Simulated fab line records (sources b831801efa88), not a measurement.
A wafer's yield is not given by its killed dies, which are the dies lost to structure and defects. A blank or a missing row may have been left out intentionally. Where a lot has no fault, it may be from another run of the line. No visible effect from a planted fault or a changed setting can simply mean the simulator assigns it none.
Struck lot and sound lot, side by side	flow sky130	38 out of 708 route steps
Sound: wafers L737.2, L737.4, L737.5. Wafers struck: L745.2, L745.4, L745.5. The cause comes at the end.
Each step with rows lists, per side, the tool, then ch with its chambers, then its first start. Under that, the readings that differ: sound wafers	struck wafers	difference of the means	sigmas: that difference in standard deviations of wafers without a fault.
alike: readings with means less than 2 such deviations apart, plus words and numbers identical on both sides. not compared: withheld readings, readings lacking a value on some wafer, bounds such as >300 that could conceal the same value, and numbers that have no deviation in the record and whose values overlap.
A row with sigmas, a row that says differs or no value, or rows on one side alone: a step with any of these is where the two part. Numbers that have no deviation but don't overlap get no sigmas and don't part them. A reading missing from all wafers of one side parts the sides only when that side holds two or more wafers.

first, 11 steps without rows for these wafers: SKY_FIELD_ISO_COAT_07 (resist thk 60 nm); SKY_FIELD_ISO_COAT_08 (resist thk 450 nm); SKY_FIELD_ISO_SOFTBAKE_09 (time 90 s); SKY_FIELD_ISO_EXPOSE_10 (exposes mask FOM, target cd 150 nm); SKY_FIELD_ISO_PEB_11; SKY_FIELD_ISO_DEVELOP_12 (develop time 60 s); SKY_FIELD_ISO_ETCH_14 (etches BARC in N2/H2, stops on SiO2, time 45.9 s, target depth 60 nm); SKY_FIELD_ISO_ETCH_15 (etches the open film in CHF3/O2, stops on Si, target depth 180 nm, time 72 s); SKY_FIELD_ISO_STRIP_16 (strips in O2/N2); SKY_FIELD_ISO_ETCH_17 (etches Si in HBr/Cl2/O2, target depth 342 nm, time 97.7 s); SKY_FIELD_ISO_WET_ETCH_18 (etches Si3N4 in H3PO4, target depth 25 nm, time 286 s).
SKY_FIELD_ISO_CLEAN_19: cleans in SC1/SC2, time 150 s.
  sound on wet bench-03 ch 1, day 2 21:12; struck on wet bench-03 ch 3, day 4 15:57
  alike: bath guard temp C
then, 25 steps without rows for these wafers: SKY_FIELD_ISO_CLEAN_20 (cleans in dHF, time 20 s); SKY_FIELD_ISO_WET_ETCH_21 (etches SiO2 in dHF, target depth 20 nm, time 400 s); SKY_FIELD_ISO_OXIDATION_22 (stabilise 600 s, purge 300 s, target thk 10 nm); SKY_FIELD_ISO_CVD_24 (deposits SiO2, target thk 595 nm, time 99.2 s); SKY_FIELD_ISO_ANNEAL_26 (time 1800 s); SKY_FIELD_ISO_CMP_27 (polishes, stops on Si3N4, t overpolish 16 s, target thk 457.8 nm); SKY_FIELD_ISO_WET_ETCH_28 (etches SiO2 in dHF, target depth 23.7 nm, time 47 s); SKY_FIELD_ISO_WET_ETCH_29 (etches Si3N4 in H3PO4, target depth 160 nm, time 1825 s); SKY_FIELD_ISO_WET_ETCH_30 (etches SiO2 in dHF, target depth 25 nm, time 50 s); SKY_NWELL_CLEAN_00 (cleans in SC1/SC2, time 150 s); SKY_NWELL_OXIDATION_01 (stabilise 600 s, purge 300 s, target thk 10 nm); SKY_DNWELL_DEHYDRATE_00 (time 60 s); SKY_DNWELL_HMDS_01 (prime time 60 s); SKY_DNWELL_COAT_02 (resist thk 3000 nm); SKY_DNWELL_SOFTBAKE_03; SKY_DNWELL_EXPOSE_04 (exposes mask DNM, target cd 3000 nm); SKY_DNWELL_PEB_05; SKY_DNWELL_DEVELOP_06 (develop time 60 s); SKY_DNWELL_IMPLANT_07; SKY_DNWELL_STRIP_08 (strips in O2/N2); SKY_PWDE_DEHYDRATE_00 (time 60 s); SKY_PWDE_HMDS_01 (prime time 60 s); SKY_PWDE_COAT_02 (resist thk 3000 nm); SKY_PWDE_SOFTBAKE_03; SKY_PWDE_EXPOSE_04 (exposes mask PWDEM, target cd 840 nm).
-- the record jumps here: 44 days lie between the struck wafers' starts before and after (it left off in module PWDE and takes up again in module PAD_OPEN, whose first step shown is number 708 of the route) --
SKY_PAD_OPEN_PROBE_99:
  sound: prober-01 at day 46 21:04; struck: prober-02 at day 48 16:16
reading	sound	struck	difference	sigmas
hold	- - -	await dispo/2.7h/release await dispo/2.7h/release await dispo/2.7h/release	no value on the sound wafers	
killed at contacts	38 26 32	15 21 24	-12	-2
killed at front end	10 8 12	49 47 49	+38	+8
killed dies	92 75 84	106 105 123	+28	+3
  alike: killed_at_M0_to_M3, killed_at_M4_up, killed at other, killed open, killed short

## WHERE THEY PART
Only at SKY_PAD_OPEN_PROBE_99, within this record.

WHY: what had been put in by the simulator
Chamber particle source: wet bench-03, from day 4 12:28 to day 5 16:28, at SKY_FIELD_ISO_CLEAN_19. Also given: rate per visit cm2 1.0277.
